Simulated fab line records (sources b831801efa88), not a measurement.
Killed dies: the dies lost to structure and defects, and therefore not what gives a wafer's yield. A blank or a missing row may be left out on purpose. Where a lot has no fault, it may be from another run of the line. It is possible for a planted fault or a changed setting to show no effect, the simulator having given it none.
Struck lot and sound lot, side by side || flow gf180mcu || 17 steps out of a route of 602
Sound: wafers L173.1, L173.3, L173.6. Struck: wafer L166.4 (left out: L166.1, L166.3 of the same lot, which were not struck); the cause appears at the end.
For every step that has rows: the tool of each side, followed by ch and its chambers, followed by its first start. Under that, the readings that differ: sound wafers || struck wafers || difference of the means || sigmas: that difference in standard deviations of wafers without a fault.
alike: readings whose means differ by less than 2 such deviations, and words and numbers that are the same on both sides. not compared: withheld readings, readings that some wafer has no value for, bounds like >300 that may hide the same value, and numbers for which the record gives no deviation and whose values overlap.
Wherever a step has rows on one side only, a row that says differs or no value, or a row with sigmas, the two part there. Numbers that don't overlap but have no deviation are shown without sigmas and don't part them. A reading missing from all wafers of one side parts the sides only when that side holds two or more wafers.

first, 4 steps without rows for these wafers: GF_SAB_SOFTBAKE_05 (time 60 s); GF_SAB_EXPOSE_06 (exposes mask SAB, target cd 420 nm); GF_SAB_PEB_07; GF_SAB_DEVELOP_08 (develop time 60 s).
GF_SAB_CD_MEAS_09: target cd 420 nm.
  sound on cd_sem-01 at day 21 06:37; struck on cd_sem-02 at day 19 11:15
  alike: cd_nm
GF_SAB_OVL_MEAS_10:
  sound on overlay-01 at day 21 06:44; struck on overlay-02 at day 19 11:22
  alike: SAB_OVL
GF_SAB_ETCH_11: etches SiO2 in C4F8/O2/Ar, target depth 55 nm, time 8.5 s.
  sound on rie_diel-03 ch 2,3, day 21 06:46; struck on rie_diel-01 ch 3, day 19 11:24
{"reading": "oes_product_au (a.u.)", "sound": "0.981 0.982 0.978", "struck": 1.019, "difference": "+0.039", "sigmas": "+3"}
  not compared: rf_hours_counter_h
then, 1 step without rows for these wafers: GF_SAB_WET_ETCH_12 (etches SiO2 in dHF, target depth 22 nm, time 440 s).
GF_SAB_STRIP_13: strips in O2/N2.
  sound on plasma_asher-02 ch 0, day 21 06:55; struck on plasma_asher-02 ch 1, day 19 11:33
{"reading": "strip_time_to_endpoint_s (s)", "sound": "12.681 12.631 12.658", "struck": 12.576, "difference": -0.081, "sigmas": -3}
  alike: drypump_motor_current_A, heater_power_w, o2_flow_sccm, oes_product_au
  not compared: rf_hours_counter_h
then, 2 steps without rows for these wafers: GF_SALICIDE_CLEAN_00 (cleans in SC1/SC2, time 150 s); GF_SALICIDE_WET_ETCH_01 (etches SiO2 in dHF, target depth 5 nm, time 100 s).
GF_SALICIDE_SPUTTER_02: material Co, target thk 10 nm, time 20 s.
  sound on pvd_sputter-03 at day 21 07:07; struck on pvd_sputter-01 at day 19 11:44
  alike: throttle_valve_pct
GF_SALICIDE_SPUTTER_03: material TiN, target thk 20 nm, time 16.7 s.
  sound on pvd_sputter-03 at day 21 07:08; struck on pvd_sputter-01 at day 19 11:46
{"reading": "model.TiN_of_SALICIDE_SPUTTER_03.thk_nm (nm)", "sound": "19.71 19.75 19.89", "struck": 29.67, "difference": "+9.89", "sigmas": ""}
  alike: throttle_valve_pct
GF_SALICIDE_RS_MEAS_04: measures by four-point-probe.
  sound on film_metro-04 at day 21 07:10; struck on film_metro-04 at day 19 11:47
{"reading": "SALICIDE_TIN_RS (ohm/sq)", "sound": "16.52 15.97 15.83", "struck": 13.71, "difference": -2.40, "sigmas": -9}
GF_SALICIDE_THK_MEAS_05: measures by xrf.
  sound on film_metro-04 at day 21 07:17; struck on film_metro-04 at day 19 11:55
{"reading": "SALICIDE_TIN_THK (nm)", "sound": "19.74 19.81 19.83", "struck": 29.42, "difference": "+9.63", "sigmas": "+42"}
GF_SALICIDE_RTA_06: time 30 s.
  sound on rtp_anneal-02 ch 0, day 21 07:20; struck on rtp_anneal-01 ch 0, day 19 11:58
{"reading": "lamp_power_pct (%)", "sound": "6.9 6.9 6.9", "struck": 5.8, "difference": -1.1, "sigmas": -2}
  alike: anneal_temp_c_max, wafer_temp_C_max
-- the record jumps here: 13 days lie between the struck wafers' starts before and after (it left off in module SALICIDE and takes up again in module PASSIVATION, whose first step shown is number 602 of the route) --
GF_PASSIVATION_PROBE_99:
  the record has rows for the struck wafers here (prober-01, day 32 10:36) and none for the sound ones

== WHERE THEY PART ==
First at GF_SAB_ETCH_11; last, within this record, at GF_PASSIVATION_PROBE_99.

WHY: what had been put in by the simulator
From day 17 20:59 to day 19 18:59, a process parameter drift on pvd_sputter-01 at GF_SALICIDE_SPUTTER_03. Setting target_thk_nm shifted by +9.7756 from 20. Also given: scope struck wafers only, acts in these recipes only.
